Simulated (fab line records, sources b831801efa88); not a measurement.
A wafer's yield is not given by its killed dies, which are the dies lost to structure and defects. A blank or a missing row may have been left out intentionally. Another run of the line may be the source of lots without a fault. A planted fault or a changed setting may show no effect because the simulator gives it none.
Struck lot and sound lot, side by side    flow sky130    16 out of 708 route steps
Sound: these wafers, L821.1, L821.4, L821.6. Wafers L812.1, L812.2, L812.3 were the ones struck. The cause comes at the end.
For every step that has rows: the tool of each side, followed by ch and its chambers, followed by its first start. Under that, the readings that differ: sound wafers    struck wafers    difference of the means    sigmas: that difference in standard deviations of wafers without a fault.
alike: same words and numbers on both sides, and readings whose means sit less than 2 such deviations apart. not compared: any withheld reading, any reading some wafer has no value for, any bound like >300 that may hide the same value, and any number with overlapping values for which the record gives no deviation.
A row with sigmas, a row that says differs or no value, or rows on one side alone: a step with any of these is where the two part. Non-overlapping numbers with no deviation appear without sigmas and do not part them. A reading that every wafer of one side lacks parts them only if that side has two wafers or more.

first, 5 steps without rows for these wafers: SKY_POLY_GATE_COAT_08 (resist thk 450 nm); SKY_POLY_GATE_SOFTBAKE_09 (time 90 s); SKY_POLY_GATE_EXPOSE_10 (exposes mask P1M, target cd 150 nm); SKY_POLY_GATE_PEB_11; SKY_POLY_GATE_DEVELOP_12 (develop time 60 s).
SKY_POLY_GATE_CD_MEAS_13: target cd 150 nm.
  struck on cd sem-02, day 21 16:53; sound on cd sem-02, day 24 17:06
  alike: cd nm
SKY_POLY_GATE_OVL_MEAS_14:
  struck on overlay-01, day 21 17:00; sound on overlay-01, day 24 17:13
  alike: POLY_GATE_OVL
SKY_POLY_GATE_ETCH_15: etches BARC in N2/H2, stops on SiO2, time 118.5 s, target depth 110 nm.
  sound on rie diel-03 ch 0,1,3, day 24 17:15; struck on rie diel-01 ch 0,2,3, day 21 17:02
  alike: bias w, drypump motor current A, oes product au, throttle valve pct
  not compared: rf hours counter h
SKY_POLY_GATE_ETCH_16: etches Si3N4 in CH3F/O2, stops on poly-Si, time 147.5 s, target depth 75 nm.
  sound on rie diel-03 ch 0,1,3, day 24 17:20; struck on rie diel-01 ch 0,2,3, day 21 17:07
  alike: bias w, ch3f flow sccm, drypump motor current A, oes product au, throttle valve pct
  not compared: rf hours counter h
SKY_POLY_GATE_ETCH_17: etches poly-Si in HBr/Cl2, stops on SiO2, target depth 180 nm, time 70.5 s.
  sound on rie si-02 ch 1,3, day 24 17:26; struck on rie si-01 ch 1,2,3, day 21 17:13
  alike: bias w, drypump motor current A, oes product au, throttle valve pct
  not compared: rf hours counter h
SKY_POLY_GATE_STRIP_18: strips in O2/N2.
  sound on plasma asher-03 ch 0,1, day 24 17:29; struck on plasma asher-03 ch 0,1, day 21 17:16
  alike: drypump motor current A, oes product au, strip time to endpoint s
  not compared: rf hours counter h
then, 1 step without rows for these wafers: SKY_POLY_GATE_CLEAN_19 (cleans in SC1/SC2, time 150 s).
SKY_POLY_GATE_OXIDATION_20: stabilise 600 s, purge 300 s, target thk 4 nm.
  sound on furnace-02 ch 0, day 24 18:10; struck on furnace-02 ch 0, day 21 18:51
  alike: ox temp c, tube center temp C
SKY_POLY_GATE_THK_MEAS_21:
  struck on film metro-02, day 21 20:06; sound on film metro-01, day 24 19:25
reading                       sound           struck          difference  sigmas
POLY_GATE_OXIDATION_THK (nm)  3.96 3.99 4.02  6.61 6.56 6.61  +2.60       +32
SKY_POLY_GATE_CD_MEAS_22:
  struck on cd sem-01, day 21 20:10; sound on cd sem-01, day 24 19:29
  alike: cd nm
-- the record jumps here: 28 days lie between the struck wafers' starts before and after (it left off in module POLY_GATE and takes up again in module PAD_OPEN, whose first step shown is number 708 of the route) --
SKY_PAD_OPEN_PROBE_99:
  struck on prober-01, day 49 14:37; sound on prober-02, day 51 06:27
reading                                  sound              struck             difference  sigmas
killed at other                          0 0 0              3 0 3              +2          +3
model.etest.tip sonos.rs ohm sq          2622 2636 2652     3101 3127 3124     +481        
model.etest.tip p.rs ohm sq              6919 6944 6875     7254 7231 7279     +342        
model.etest.pfet_01v8.r on ohm um        2873 3009 2874     3036 3097 3101     +159        
model.etest.res pdiff.line ohm um        1394 1403 1394     1432 1426 1438     +35         
model.etest.tip n.rs ohm sq              441.6 442.2 441.5  488.2 489.5 488    +46.8       
model.etest.nfet_01v8.r on ohm um        836.5 858.4 826.3  889.6 883.6 879.5  +43.8       
model.etest.sonos uncharged.r on ohm um  799.5 828.8 807.7  852.7 857.6 859.9  +44.7       
  alike: killed_at_M0_to_M3, killed_at_M4_up, killed at contacts, killed at front end, killed dies, killed open, killed short
  not compared: model.etest.res ndiff.line ohm um

== WHERE THEY PART ==
Earliest at SKY_POLY_GATE_THK_MEAS_21; latest, in this record, at SKY_PAD_OPEN_PROBE_99.

WHY: what had been put in by the simulator
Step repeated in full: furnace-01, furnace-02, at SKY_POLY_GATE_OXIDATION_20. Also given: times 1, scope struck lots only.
